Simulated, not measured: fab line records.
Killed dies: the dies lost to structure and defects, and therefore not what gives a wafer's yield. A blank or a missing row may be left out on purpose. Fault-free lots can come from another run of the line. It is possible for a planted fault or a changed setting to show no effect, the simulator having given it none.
fab line records	flow sky130
record lots=5	wafers=23
route steps=708 shown CAPM@539 VIA3@575 VIA4@639 METAL5@671 PAD_OPEN@701
start_h: hours from the record's opening day to when the first of the lot's shown wafers began	wait_h: hours from the lot's prior step to this one	" repeats the value in the row above	L1.1+2: one row covering several wafers at once	- either no value or no given start	* or withheld: withheld	< > ~ a bound
route shown NAME@n: names a module that has steps shown in the file, with the first one's number in the route	usual: the fault-free wafers' mean and standard deviation	same: alike in all rows	chamber/n: place in a boat	sites: per-site readings	_std_site: standard deviation across them	_edge_site: the outer-site mean with the inner-site mean subtracted	radius_mm: how far each site lies from the wafer's centre	mask NAME#n: copy n	behind: the last tool/chamber to shape the wafer	hold: reason for holding the lot/hours on hold/outcome of the hold	device: transistor that didn't switch, given as n, p or np	end of line: at the end of the route, the tests of the same wafers	where a step has no rows: the recipe by itself	killed: dies that structure and defects cost at the first sort, which is not the same as the wafer's yield	map: shows each die of a wafer: x if killed, . if not, _ if none is there
set.NAME: the setting that was run; set.NAME@STEP: the one run at that earlier step	model.NAME: the simulator's own value behind a step, which no gauge read
lots whose settings were changed on purpose; a table a step, a row a wafer
## steps
# step SKY_CAPM_SPUTTER_02
# recipe material=TiN	target_thk_nm=200	temp_c=300	power_w=6500	time_s=166.7	chamber_pressure_pa=0.4
lot.wafer	tool	chamber	start_h	wait_h	set.power_w	model.TiN_of_CAPM_SPUTTER_02.thk_nm
L076.1+2	pvd_sputter-03	-	887.46	0.1	6500	201.2
L076.4	"	-	"	"	6500	205.1
L076.5	"	-	"	"	6500	204.4
L076.6	"	-	"	"	6500	200
L079.1	pvd_sputter-04	-	904.28	0.1	6500	202.8
L079.3	"	-	"	"	6500	201.8
L079.4	"	-	"	"	6192	192.7
L079.5	"	-	"	"	6500	202.4
L079.6	"	-	"	"	6192	194.4
L080.2	pvd_sputter-04	-	914.52	0.0	6876	208.9
L080.3	"	-	"	"	6500	198.3
L080.4	"	-	"	"	6500	199.9
L080.5	"	-	"	"	6876	212.4
L080.6	"	-	"	"	6876	209.7
L084.3	pvd_sputter-04	-	920.91	0.0	6500	195.4
L084.4	"	-	"	"	6500	199.3
L084.6	"	-	"	"	6500	197.4
L083.1	pvd_sputter-04	-	923.17	0.1	6500	196.6
L083.3	"	-	"	"	6500	200.2
L083.4	"	-	"	"	6500	201.2
L083.5	"	-	"	"	6500	200.5
L083.6	"	-	"	"	6500	198.1
# step SKY_CAPM_RS_MEAS_03
# recipe thk_meas_gauge=four-point-probe	reads=TiN_of_CAPM_SPUTTER_02
# usual CAPM_TIN_RS=6.90/0.088
lot.wafer	tool	chamber	start_h	wait_h	set.power_w@CAPM_SPUTTER_02	CAPM_TIN_RS[ohm/sq]
L076.1	film_metro-04	-	887.57	0.1	6500	6.86
L076.2	"	-	"	"	6500	6.86
L076.4	"	-	"	"	6500	6.74
L076.5	"	-	"	"	6500	6.77
L076.6	"	-	"	"	6500	6.91
L079.1	film_metro-02	-	904.39	0.1	6500	6.80
L079.3	"	-	"	"	6500	6.84
L079.4	"	-	"	"	6192	7.18
L079.5	"	-	"	"	6500	6.82
L079.6	"	-	"	"	6192	7.10
L080.2	film_metro-02	-	914.65	0.1	6876	6.60
L080.3	"	-	"	"	6500	6.97
L080.4	"	-	"	"	6500	6.92
L080.5	"	-	"	"	6876	6.50
L080.6	"	-	"	"	6876	6.57
L084.3	film_metro-04	-	921.05	0.1	6500	7.07
L084.4	"	-	"	"	6500	6.93
L084.6	"	-	"	"	6500	7.00
L083.1	film_metro-01	-	923.28	0.1	6500	7.03
L083.3	"	-	"	"	6500	6.90
L083.4	"	-	"	"	6500	6.87
L083.5	"	-	"	"	6500	6.90
L083.6	"	-	"	"	6500	6.97
# step SKY_CAPM_THK_MEAS_04
# recipe thk_meas_gauge=xrf	reads=TiN_of_CAPM_SPUTTER_02
# usual CAPM_TIN_THK=197.9/2.6
lot.wafer	tool	chamber	start_h	wait_h	set.power_w@CAPM_SPUTTER_02	CAPM_TIN_THK[nm]
L076.1	film_metro-04	-	887.69	0.1	6500	200.5
L076.2	"	-	"	"	6500	200.1
L076.4	"	-	"	"	6500	204.4
L076.5	"	-	"	"	6500	202.3
L076.6	"	-	"	"	6500	199.1
L079.1	film_metro-02	-	904.51	0.1	6500	199.8
L079.3	"	-	"	"	6500	199.0
L079.4	"	-	"	"	6192	190.1
L079.5	"	-	"	"	6500	200.4
L079.6	"	-	"	"	6192	192.2
L080.2	film_metro-02	-	914.76	0.1	6876	206.0
L080.3	"	-	"	"	6500	195.4
L080.4	"	-	"	"	6500	197.2
L080.5	"	-	"	"	6876	209.9
L080.6	"	-	"	"	6876	206.3
L084.3	film_metro-04	-	921.15	0.1	6500	194.8
L084.4	"	-	"	"	6500	198.7
L084.6	"	-	"	"	6500	196.3
L083.1	film_metro-01	-	923.40	0.1	6500	192.8
L083.3	"	-	"	"	6500	195.1
L083.4	"	-	"	"	6500	197.2
L083.5	"	-	"	"	6500	195.9
L083.6	"	-	"	"	6500	193.9
# step SKY_CAPM_DEHYDRATE_05
# recipe temp_c=200	time_s=60
# step SKY_CAPM_HMDS_06
# recipe prime_time_s=60	prime_temp_c=120
# step SKY_CAPM_DEVELOP_11
# recipe resist=NOVOLAK	developer=TMAH	develop_time_s=60	dev_temp_c=23
# step SKY_CAPM_METAL_ETCH_13
# recipe target_depth_nm=220	stop_on=SiO2	chemistry=Cl2/BCl3	target=TiN	pressure_mtorr=10	icp_w=900	bias_w=48.5	Cl2_flow_sccm=60	bcl3_flow_sccm=30	time_s=62.9
# usual oes_product_au=0.942/0.008
lot.wafer	tool	chamber	start_h	wait_h	set.power_w@CAPM_SPUTTER_02	oes_product_au
L076.1	rie_metal-02	1	911.91	0.0	6500	0.949
L076.2	"	0	"	"	6500	0.947
L076.4	"	1	"	"	6500	0.954
L076.5	"	1	"	"	6500	0.959
L076.6	"	0	"	"	6500	0.938
L079.1	rie_metal-04	1	928.47	0.0	6500	0.949
L079.3	"	1	"	"	6500	0.947
L079.4	"	0	"	"	6192	0.923
L079.5	"	0	"	"	6500	0.949
L079.6	"	1	"	"	6192	0.925
L080.2	rie_metal-02	1	939.09	0.0	6876	0.964
L080.3	"	1	"	"	6500	0.940
L080.4	"	1	"	"	6500	0.942
L080.5	"	1	"	"	6876	0.972
L080.6	"	1	"	"	6876	0.965
L084.3	rie_metal-02	1	944.74	0.0	6500	0.924
L084.4	"	0	"	"	6500	0.935
L084.6	"	1	"	"	6500	0.933
L083.1	rie_metal-01	1	946.97	0.0	6500	0.939
L083.3	"	1	"	"	6500	0.949
L083.4	"	0	"	"	6500	0.941
L083.5	"	1	"	"	6500	0.939
L083.6	"	0	"	"	6500	0.940
# step SKY_VIA3_CMP_02
# recipe material=SiO2	down_force_psi=4	platen_rpm=60	pad_velocity_m_s=0.94248
lot.wafer	tool	chamber	start_h	wait_h	set.leave_above_ref_nm	model.SiO2_of_VIA3_HDPCVD_00.thk_nm
L076.2	cmp-02	3	937.48	0.0	449.3	450.3
L076.4	"	0	"	"	449.3	450.9
L076.1	"	2	"	"	465	464.8
L076.6	"	3	"	"	465	465.9
L076.5	"	0	"	"	449.3	450.6
L079.3	cmp-02	1	954.21	0.1	432	434
L079.4	"	2	"	"	465	463.4
L079.1	"	3	"	"	432	432.9
L079.6	"	0	"	"	432	432.8
L079.5	"	1	"	"	465	466
L080.4	cmp-02	1	965.08	0.1	465	466.8
L080.3	"	2	"	"	486.7	483.5
L080.2	"	3	"	"	486.7	487.6
L080.5	"	0	"	"	465	466.3
L080.6	"	1	"	"	486.7	488.9
L084.3+6	cmp-01	1	970.82	0.1	465	464.6
L084.4	"	2	"	"	465	463.7
L083.3	cmp-01	0	973.39	0.0	465	464.5
L083.1	"	2	"	"	465	-
L083.4+6	"	3,1	"	"	436.3	-
L083.5	"	0	"	"	465	464.7
# step SKY_VIA3_EXPOSE_09
# recipe mask_id=VIM3	na=0.8	source_shape=annular	sigma_inner=0.55	sigma_outer=0.85	target_cd_nm=200	dose_mj=38
lot.wafer	tool	chamber	start_h	wait_h	mask	set.dose_mj
L076.1+2+4+5+6	krf_scanner-01	0	-	-	VIM3#0	38
L079.1+3+4+5+6	krf_scanner-02	0	-	-	VIM3#0	38
L080.2+6	krf_scanner-02	0	-	-	VIM3#0	38
L080.3+4+5	"	0	"	"	VIM3#0	40.54
L084.3+4+6	krf_scanner-02	0	-	-	VIM3#0	38
L083.1+3	krf_scanner-02	0	-	-	VIM3#0	40.06
L083.4+5+6	"	0	"	"	VIM3#0	38
# step SKY_VIA3_PEB_10
# recipe peb_temp_c=withheld	peb_time_s=withheld	resist=KrF-thick
# step SKY_VIA3_DEVELOP_11
# recipe develop_time_s=60	resist=KrF-thick	dev_temp_c=21
# step SKY_VIA3_CD_MEAS_12
# recipe target_cd_nm=200
# usual cd_nm=200.8/1.6
lot.wafer	tool	chamber	start_h	wait_h	set.dose_mj@VIA3_EXPOSE_09	cd_nm
L076.1	cd_sem-02	-	961.49	-	38	198.1
L076.2	"	-	"	"	38	198.3
L076.4	"	-	"	"	38	198.8
L076.5	"	-	"	"	38	198.0
L076.6	"	-	"	"	38	198.5
L079.1	cd_sem-01	-	977.59	-	38	199.5
L079.3	"	-	"	"	38	199.5
L079.4	"	-	"	"	38	199.2
L079.5	"	-	"	"	38	199.1
L079.6	"	-	"	"	38	199.9
L080.2	cd_sem-02	-	988.80	-	38	202.6
L080.3	"	-	"	"	40.54	215.3
L080.4	"	-	"	"	40.54	212.7
L080.5	"	-	"	"	40.54	215.1
L080.6	"	-	"	"	38	202.5
L084.3	cd_sem-02	-	993.88	-	38	200.9
L084.4	"	-	"	"	38	200.5
L084.6	"	-	"	"	38	201.0
L083.1	cd_sem-01	-	996.43	-	40.06	212.1
L083.3	"	-	"	"	40.06	212.1
L083.4	"	-	"	"	38	204.1
L083.5	"	-	"	"	38	202.7
L083.6	"	-	"	"	38	203.5
# step SKY_VIA3_ETCH_14
# recipe chemistry=N2/H2	target=BARC	ion_energy_ev=204.2	source_w=500	bias_w=100	pressure_mtorr=30	n2_flow_sccm=100	h2_flow_sccm=200	stop_on=SiO2	time_s=45.9	target_depth_a=600
lot.wafer	tool	chamber	start_h	wait_h	set.dose_mj@VIA3_EXPOSE_09	model.VIA3.cd_nm
L076.1+2+5	rie_diel-04	0,1,1	961.64	0.0	38	197.8
L076.4	"	2	"	"	38	200.4
L076.6	"	0	"	"	38	198.5
L079.1	rie_diel-01	3	977.74	0.0	38	200.4
L079.3	"	2	"	"	38	199.6
L079.4+5	"	1,2	"	"	38	198.5
L079.6	"	3	"	"	38	201
L080.2	rie_diel-03	2	988.93	0.0	38	202
L080.3	"	0	"	"	40.54	215.3
L080.4	"	3	"	"	40.54	213.5
L080.5	"	0	"	"	40.54	215.5
L080.6	"	1	"	"	38	202.4
L084.3	rie_diel-04	3	993.99	0.0	38	201.8
L084.4	"	2	"	"	38	201.4
L084.6	"	0	"	"	38	200.8
L083.1	rie_diel-04	2	996.58	0.0	40.06	212.7
L083.3	"	1	"	"	40.06	212
L083.4	"	3	"	"	38	204.2
L083.5	"	1	"	"	38	203.4
L083.6	"	2	"	"	38	204.7
# step SKY_VIA3_ETCH_15
# recipe target=SiO2	chemistry=C4F8/O2/Ar	target_depth_nm=507	stop_on=TiN	mask_material=KrF-thick	source_w=1500	bias_w=1200	pressure_mtorr=40	c4f8_flow_sccm=withheld	O2_flow_sccm=6	Ar_flow_sccm=300	time_s=78
# usual oes_product_au=0.946/0.0044
lot.wafer	tool	chamber	start_h	wait_h	set.leave_above_ref_nm@VIA3_CMP_02	oes_product_au	model.VIA3.feature_depth_nm	model.etch.depth_nm
L076.1	rie_diel-04	0	961.69	0.0	465	0.945	464.8	464.8
L076.2	"	1	"	"	449.3	0.929	450.3	450.3
L076.4	"	2	"	"	449.3	0.927	450.9	450.9
L076.5	"	1	"	"	449.3	0.928	450.6	-
L076.6	"	0	"	"	465	0.954	465.9	-
L079.1	rie_diel-01	3	977.79	0.0	432	0.906	432.9	-
L079.3	"	2	"	"	432	0.905	434	434
L079.4	"	1	"	"	465	0.943	463.3	463.3
L079.5	"	2	"	"	465	0.944	466	466
L079.6	"	3	"	"	432	0.905	432.7	-
L080.2	rie_diel-03	2	988.97	0.0	486.7	0.961	487.6	-
L080.3	"	0	"	"	486.7	0.970	483.5	483.5
L080.4	"	3	"	"	465	0.952	466.7	-
L080.5	"	0	"	"	465	0.943	466.3	-
L080.6	"	1	"	"	486.7	0.981	488.9	-
L084.3	rie_diel-04	3	994.04	0.0	465	0.943	464.6	464.6
L084.4	"	2	"	"	465	0.950	463.7	463.7
L084.6	"	0	"	"	465	0.951	464.6	464.6
L083.1	rie_diel-04	2	996.62	0.0	465	0.945	463.7	-
L083.3	"	1	"	"	465	0.951	464.4	-
L083.4	"	3	"	"	436.3	0.911	435.7	-
L083.5	"	1	"	"	465	0.951	464.7	-
L083.6	"	2	"	"	436.3	0.904	436.5	-
# step SKY_VIA3_CVD_21
# recipe material=W	target_thk_nm=390	time_s=117.31	temp_c=400	pressure_torr=40
lot.wafer	tool	chamber	start_h	wait_h	set.pressure_torr	model.W_of_VIA3_CVD_21.thk_nm
L076.1	cvd_w-02	1	962.45	0.0	42.72	404.8
L076.2	"	0	"	"	42.72	401.3
L076.4	"	1	"	"	42.72	400.9
L076.5	"	1	"	"	42.72	403.9
L076.6	"	0	"	"	42.72	401.8
L079.1	cvd_w-01	1	978.56	0.0	34.52	362.2
L079.3	"	0	"	"	34.52	362.7
L079.4	"	1	"	"	34.52	361.4
L079.5	"	0	"	"	34.52	360.9
L079.6	"	1	"	"	34.52	362.9
L080.2	cvd_w-02	1	989.77	0.1	36.35	362.3
L080.3	"	1	"	"	36.35	367.1
L080.4	"	1	"	"	36.35	363.1
L080.5+6	"	1	"	"	36.35	365.2
L084.3	cvd_w-01	0	995.15	0.1	40	389.7
L084.4	"	1	"	"	40	388.1
L084.6	"	1	"	"	40	391.7
L083.1	cvd_w-02	0	997.37	0.0	36.59	363.6
L083.3	"	0	"	"	36.59	365.8
L083.4	"	1	"	"	36.59	367.3
L083.5	"	1	"	"	36.59	363.5
L083.6	"	0	"	"	36.59	366.3
# step SKY_VIA3_RS_MEAS_22
# recipe thk_meas_gauge=four-point-probe	reads=W_of_VIA3_CVD_21+TiN_of_VIA3_SPUTTER_20
# usual VIA3_W_RS=0.296/0.0031
lot.wafer	tool	chamber	start_h	wait_h	set.pressure_torr@VIA3_CVD_21	VIA3_W_RS[ohm/sq]
L076.1	film_metro-03	-	962.57	0.1	42.72	0.283
L076.2	"	-	"	"	42.72	0.286
L076.4	"	-	"	"	42.72	0.286
L076.5	"	-	"	"	42.72	0.284
L076.6	"	-	"	"	42.72	0.285
L079.1	film_metro-03	-	978.68	0.1	34.52	0.317
L079.3	"	-	"	"	34.52	0.317
L079.4	"	-	"	"	34.52	0.317
L079.5	"	-	"	"	34.52	0.318
L079.6	"	-	"	"	34.52	0.316
L080.2	film_metro-02	-	990.00	0.2	36.35	0.316
L080.3	"	-	"	"	36.35	0.312
L080.4	"	-	"	"	36.35	0.316
L080.5	"	-	"	"	36.35	0.314
L080.6	"	-	"	"	36.35	0.314
L084.3	film_metro-03	-	995.27	0.1	40	0.295
L084.4	"	-	"	"	40	0.295
L084.6	"	-	"	"	40	0.293
L083.1	film_metro-02	-	997.49	0.1	36.59	0.315
L083.3	"	-	"	"	36.59	0.314
L083.4	"	-	"	"	36.59	0.312
L083.5	"	-	"	"	36.59	0.316
L083.6	"	-	"	"	36.59	0.314
# step SKY_VIA4_HDPCVD_00
# recipe material=SiO2	target_thk_nm=1750	sigma_open_frac=0.3	time_s=291.7	temp_c=400	sih4_flow_sccm=60	pressure_mtorr=6
lot.wafer	tool	chamber	start_h	wait_h	set.time_s	model.SiO2_of_VIA4_HDPCVD_00.thk_nm
L076.1	hdpcvd-01	0	1010.08	0.0	259.8	1565
L076.2	"	2	"	"	291.7	1746
L076.4	"	1	"	"	291.7	1753
L076.5	"	0	"	"	259.8	1582
L076.6	"	2	"	"	259.8	1564
L079.1	hdpcvd-02	2	1026.51	0.0	291.7	1765
L079.3	"	0	"	"	266	1599
L079.4	"	0	"	"	266	1605
L079.5	"	1	"	"	266	1592
L079.6	"	2	"	"	291.7	1743
L080.2	hdpcvd-02	0	1037.34	0.0	291.7	1758
L080.3	"	2	"	"	311.9	1891
L080.4	"	0	"	"	291.7	1752
L080.5	"	2	"	"	311.9	1880
L080.6	"	1	"	"	311.9	1901
L084.3	hdpcvd-01	1	1043.55	0.0	291.7	1761
L084.4	"	2	"	"	291.7	1743
L084.6	"	0	"	"	291.7	1773
L083.1+3	hdpcvd-01	1,0	1045.89	0.0	251.6	-
L083.4	"	2	"	"	291.7	1738
L083.5	"	1	"	"	291.7	-
L083.6	"	0	"	"	251.6	1505
# step SKY_VIA4_THK_MEAS_01
# recipe reads=SiO2_of_VIA4_HDPCVD_00
# usual VIA4_HDPCVD_THK=1748/14
lot.wafer	tool	chamber	start_h	wait_h	set.time_s@VIA4_HDPCVD_00	VIA4_HDPCVD_THK[nm]
L076.1	film_metro-03	-	1010.26	0.1	259.8	1565
L076.2	"	-	"	"	291.7	1746
L076.4	"	-	"	"	291.7	1752
L076.5	"	-	"	"	259.8	1582
L076.6	"	-	"	"	259.8	1565
L079.1	film_metro-01	-	1026.69	0.1	291.7	1766
L079.3	"	-	"	"	266	1599
L079.4	"	-	"	"	266	1605
L079.5	"	-	"	"	266	1592
L079.6	"	-	"	"	291.7	1742
L080.2	film_metro-01	-	1037.53	0.1	291.7	1758
L080.3	"	-	"	"	311.9	1889
L080.4	"	-	"	"	291.7	1751
L080.5	"	-	"	"	311.9	1881
L080.6	"	-	"	"	311.9	1902
L084.3	film_metro-04	-	1043.75	0.1	291.7	1762
L084.4	"	-	"	"	291.7	1743
L084.6	"	-	"	"	291.7	1772
L083.1	film_metro-01	-	1046.07	0.1	251.6	1500
L083.3	"	-	"	"	251.6	1488
L083.4	"	-	"	"	291.7	1737
L083.5	"	-	"	"	291.7	1721
L083.6	"	-	"	"	251.6	1504
# step SKY_VIA4_DEVELOP_10
# recipe resist=NOVOLAK	developer=TMAH	develop_time_s=60	dev_temp_c=23
lot.wafer	tool	chamber	start_h	wait_h	set.dev_temp_c
L076.1+2+4	litho_track-03	0	1033.33	0.1	23
L076.5+6	"	0	"	"	19.45
L079.1+4+6	litho_track-04	0	1049.91	0.1	23
L079.3+5	"	0	"	"	21.4
L080.2+4+6	litho_track-03	0	1059.95	0.1	23
L080.3+5	"	0	"	"	26.14
L084.3+4+6	litho_track-03	0	1066.08	0.1	23
L083.1+5	litho_track-04	0	1067.51	0.1	20.07
L083.3+4+6	"	0	"	"	23
# step SKY_VIA4_ETCH_12
# recipe target=SiO2	chemistry=C4F8/O2/Ar	stop_on=TiN	mask_material=NOVOLAK	source_w=1500	bias_w=1200	pressure_mtorr=40	c4f8_flow_sccm=withheld	O2_flow_sccm=6	Ar_flow_sccm=300	time_s=withheld	target_depth_a=5800
lot.wafer	tool	chamber	start_h	wait_h	set.dev_temp_c@VIA4_DEVELOP_10	model.VIA4.cd_nm
L076.1+2	rie_diel-03	3,2	1033.51	0.0	23	801.5
L076.4	"	0	"	"	23	800.5
L076.5	"	3	"	"	19.45	809.5
L076.6	"	0	"	"	19.45	811
L079.1	rie_diel-02	2	1050.09	0.0	23	801.7
L079.3	"	3	"	"	21.4	807.3
L079.4	"	0	"	"	23	800.6
L079.5	"	3	"	"	21.4	804.6
L079.6	"	2	"	"	23	799.3
L080.2	rie_diel-03	1	1060.11	0.0	23	796.2
L080.3	"	0	"	"	26.14	786.2
L080.4	"	3	"	"	23	794.2
L080.5	"	2	"	"	26.14	787
L080.6	"	1	"	"	23	796.3
L084.3	rie_diel-04	1	1066.21	0.0	23	795.8
L084.4	"	0	"	"	23	797.7
L084.6	"	3	"	"	23	798.3
L083.1	rie_diel-02	3	1067.69	0.0	20.07	811.6
L083.3	"	0	"	"	23	800.3
L083.4	"	1	"	"	23	799.9
L083.5	"	2	"	"	20.07	808.3
L083.6	"	3	"	"	23	802.4
# step SKY_METAL5_SOFTBAKE_10
# recipe temp_c=90	time_s=60	resist=NOVOLAK
lot.wafer	tool	chamber	start_h	wait_h	set.temp_c
L076.1+2	litho_track-04	0	1046.11	0.1	86.96
L076.4+5+6	"	0	"	"	90
L079.1+3+4+5+6	litho_track-01	0	1062.49	0.1	90
L080.2+3+4+5+6	litho_track-04	0	1072.48	0.1	90
L084.3+4+6	litho_track-01	0	1078.64	0.1	90
L083.1+4+5	litho_track-03	0	1080.43	0.1	90
L083.3+6	"	0	"	"	88.73
# step SKY_METAL5_EXPOSE_11
# recipe mask_id=MM5	na=0.6	source_shape=conventional	sigma_outer=0.6	polarization=unpolarized	target_cd_nm=1600	dose_mj=190
# step SKY_METAL5_PEB_12
# recipe temp_c=withheld	time_s=*	resist=NOVOLAK
# step SKY_METAL5_DEVELOP_13
# recipe resist=NOVOLAK	developer=TMAH	develop_time_s=60	dev_temp_c=23
lot.wafer	tool	chamber	start_h	wait_h	set.temp_c@METAL5_SOFTBAKE_10	model.NOVOLAK_of_METAL5_COAT_09.thk_nm
L076.1	litho_track-04	0	1057.46	0.1	86.96	1814
L076.2	"	0	"	"	86.96	1813
L076.4	"	0	"	"	90	1794
L076.5+6	"	0	"	"	90	1793
L079.1	litho_track-01	0	1072.64	0.1	90	1812
L079.3+6	"	0	"	"	90	1805
L079.4	"	0	"	"	90	1807
L079.5	"	0	"	"	90	1806
L080.2	litho_track-03	0	1083.10	0.1	90	1794
L080.3	"	0	"	"	90	1798
L080.4	"	0	"	"	90	1799
L080.5	"	0	"	"	90	1792
L080.6	"	0	"	"	90	1795
L084.3	litho_track-01	0	1089.34	0.1	90	1798
L084.4	"	0	"	"	90	1797
L084.6	"	0	"	"	90	1793
L083.1+5	litho_track-01	0	1090.29	0.1	90	-
L083.3	"	0	"	"	88.73	-
L083.4	"	0	"	"	90	1803
L083.6	"	0	"	"	88.73	1808
# step SKY_PAD_OPEN_ETCH_07
# recipe chemistry=CF4/O2	target_depth_nm=725	stop_on=AlCu	source_w=800	bias_w=150	pressure_mtorr=150	cf4_flow_sccm=80	O2_flow_sccm=10	time_s=161.1
lot.wafer	tool	chamber	start_h	wait_h	set.source_w	model.etch.depth_nm
L076.1	rie_diel-04	2	1098.93	-	800	700.1
L076.2	"	3	"	"	800	696.3
L076.4	"	1	"	"	705.1	653
L076.5	"	2	"	"	800	-
L076.6	"	3	"	"	705.1	-
L079.1	rie_diel-04	3	1113.99	-	718	-
L079.3	"	2	"	"	718	670.3
L079.4	"	0	"	"	800	715.7
L079.5	"	2	"	"	718	661.9
L079.6	"	3	"	"	800	-
L080.2+4+5+6	rie_diel-01	2,1,1,2	1122.89	-	800	-
L080.3	"	3	"	"	800	700.2
L084.3	rie_diel-03	2	1128.83	-	800	703.8
L084.4	"	0	"	"	800	716.3
L084.6	"	1	"	"	800	715
L083.1+4	rie_diel-01	0,2	1131.13	-	849.4	-
L083.3+5+6	"	3,3,0	"	"	800	-
## key
split step=SKY_CAPM_SPUTTER_02	setting=power_w	stated=6500	by=wafer
response step=SKY_CAPM_SPUTTER_02	reading=model.TiN_of_CAPM_SPUTTER_02.thk_nm	change=+1.91	per=1%	r=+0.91
response step=SKY_CAPM_RS_MEAS_03	reading=CAPM_TIN_RS	change=-0.0667	per=1%	r=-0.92
response step=SKY_CAPM_THK_MEAS_04	reading=CAPM_TIN_THK	change=+1.87	per=1%	r=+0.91
response step=SKY_CAPM_METAL_ETCH_13	reading=oes_product_au	change=+0.00478	per=1%	r=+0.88
split step=SKY_VIA3_CMP_02	setting=leave_above_ref_nm	stated=465	by=wafer
response step=SKY_VIA3_CMP_02	reading=model.SiO2_of_VIA3_HDPCVD_00.thk_nm	change=+4.39	per=1%	r=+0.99
response step=SKY_VIA3_ETCH_15	reading=oes_product_au	change=+0.00583	per=1%	r=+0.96
response step=SKY_VIA3_ETCH_15	reading=model.VIA3.feature_depth_nm	change=+4.45	per=1%	r=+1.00
response step=SKY_VIA3_ETCH_15	reading=model.etch.depth_nm	change=+4.3	per=1%	r=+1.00
split step=SKY_VIA3_EXPOSE_09	setting=dose_mj	stated=38	by=wafer
response step=SKY_VIA3_CD_MEAS_12	reading=cd_nm	change=+1.7	per=1%	r=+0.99
response step=SKY_VIA3_ETCH_14	reading=model.VIA3.cd_nm	change=+1.74	per=1%	r=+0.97
split step=SKY_VIA3_CVD_21	setting=pressure_torr	stated=40	by=lot
response step=SKY_VIA3_CVD_21	reading=model.W_of_VIA3_CVD_21.thk_nm	change=+2.17	per=1%	r=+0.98
response step=SKY_VIA3_RS_MEAS_22	reading=VIA3_W_RS	change=-0.00171	per=1%	r=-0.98
split step=SKY_VIA4_HDPCVD_00	setting=time_s	stated=291.7	by=wafer
response step=SKY_VIA4_HDPCVD_00	reading=model.SiO2_of_VIA4_HDPCVD_00.thk_nm	change=+17.3	per=1%	r=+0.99
response step=SKY_VIA4_THK_MEAS_01	reading=VIA4_HDPCVD_THK	change=+17.1	per=1%	r=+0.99
split step=SKY_VIA4_DEVELOP_10	setting=dev_temp_c	stated=23	by=wafer
response step=SKY_VIA4_ETCH_12	reading=model.VIA4.cd_nm	change=-0.653	per=1%	r=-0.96
split step=SKY_METAL5_SOFTBAKE_10	setting=temp_c	stated=90	by=wafer
response step=SKY_METAL5_DEVELOP_13	reading=model.NOVOLAK_of_METAL5_COAT_09.thk_nm	change=-5.85	per=1%	r=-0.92
split step=SKY_PAD_OPEN_ETCH_07	setting=source_w	stated=800	by=wafer
response step=SKY_PAD_OPEN_ETCH_07	reading=model.etch.depth_nm	change=+4.25	per=1%	r=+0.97
